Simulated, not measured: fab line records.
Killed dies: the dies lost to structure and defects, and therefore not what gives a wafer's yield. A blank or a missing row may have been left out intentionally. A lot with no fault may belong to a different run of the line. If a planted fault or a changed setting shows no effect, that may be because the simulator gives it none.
A struck lot beside a sound one	flow sky130	15 steps out of a route of 708
Sound: the wafers L731.1, L731.4, L731.6. The struck wafers were L734.2, L734.3, L734.4. The cause comes at the end.
Order at every step that has rows: each side's tool, ch and its chambers, its first start. Under that, the readings that differ: sound wafers	struck wafers	difference of the means	sigmas: that difference in standard deviations of wafers without a fault.
alike: a reading whose means differ by less than 2 such deviations, as well as words and numbers matching on both sides. not compared: withheld readings; readings where some wafer has no value; bounds like >300 that might hide an equal value; numbers whose values overlap and for which the record gives no deviation.
The two part at a step that has a row with sigmas, a row that says differs or no value, or rows on one side only. When numbers do not overlap yet have no deviation, they are printed without sigmas and do not part them. Lack of a reading on every wafer of one side parts them only where that side has two or more wafers.

first, 5 steps without rows for these wafers: SKY_SONOS_TUNNEL_COAT_02 (resist thk 1140 nm); SKY_SONOS_TUNNEL_SOFTBAKE_03 (time 60 s); SKY_SONOS_TUNNEL_EXPOSE_04 (exposes mask TUNM, target cd 410 nm); SKY_SONOS_TUNNEL_PEB_05; SKY_SONOS_TUNNEL_DEVELOP_06 (develop time 60 s).
SKY_SONOS_TUNNEL_CD_MEAS_07: the cd target is 410 nm.
  sound on cd_sem-01, day 11 03:50; struck on cd_sem-02, day 12 06:47
  alike: cd_nm
SKY_SONOS_TUNNEL_OVL_MEAS_08:
  sound on overlay-02, day 11 03:57; struck on overlay-01, day 12 06:53
  alike: SONOS_TUNNEL_OVL
then, 3 steps without rows for these wafers: SKY_SONOS_TUNNEL_IMPLANT_09; SKY_SONOS_TUNNEL_WET_ETCH_10 (etches SiO2 in dHF, target depth 14 nm, time 280 s); SKY_SONOS_TUNNEL_STRIP_11 (strips in SPM, time 600 s).
SKY_SONOS_TUNNEL_TW_MEAS_12:
  sound on film_metro-04, day 11 04:34; struck on film_metro-04, day 12 07:20
reading	sound	struck	difference	sigmas
SONOS_TUNNEL_TW	200.4 200.7 199.9	198.4 197.8 198.4	-2.1	-2
then, 1 step without rows for these wafers: SKY_SONOS_TUNNEL_CLEAN_13 (cleans in dHF, time 20 s).
-- a jump in the record: the struck wafers' starts before and after are 3 days apart (it breaks off in module SONOS_TUNNEL and resumes in module SONOS_ONO, where the first step shown is number 168 of the route) --
SKY_SONOS_ONO_OXIDATION_00: stabilise 600 s, purge 300 s, target thk 2.6 nm.
  sound on furnace-01 ch 0, day 11 05:32; struck on furnace-02 ch 0, day 14 21:28
  alike: ox_temp_c
SKY_SONOS_ONO_THK_MEAS_01:
  sound on film_metro-04, day 11 06:53; struck on film_metro-01, day 14 22:49
  alike: SONOS_ONO_OXIDATION_THK
SKY_PAD_OPEN_PROBE_99:
  the record holds rows for the sound wafers here (prober-01, day 45 11:46) but none for the struck ones

WHERE THEY PART
First at SKY_SONOS_TUNNEL_TW_MEAS_12; last, within this record, at SKY_PAD_OPEN_PROBE_99.

WHY: what the simulator had put in
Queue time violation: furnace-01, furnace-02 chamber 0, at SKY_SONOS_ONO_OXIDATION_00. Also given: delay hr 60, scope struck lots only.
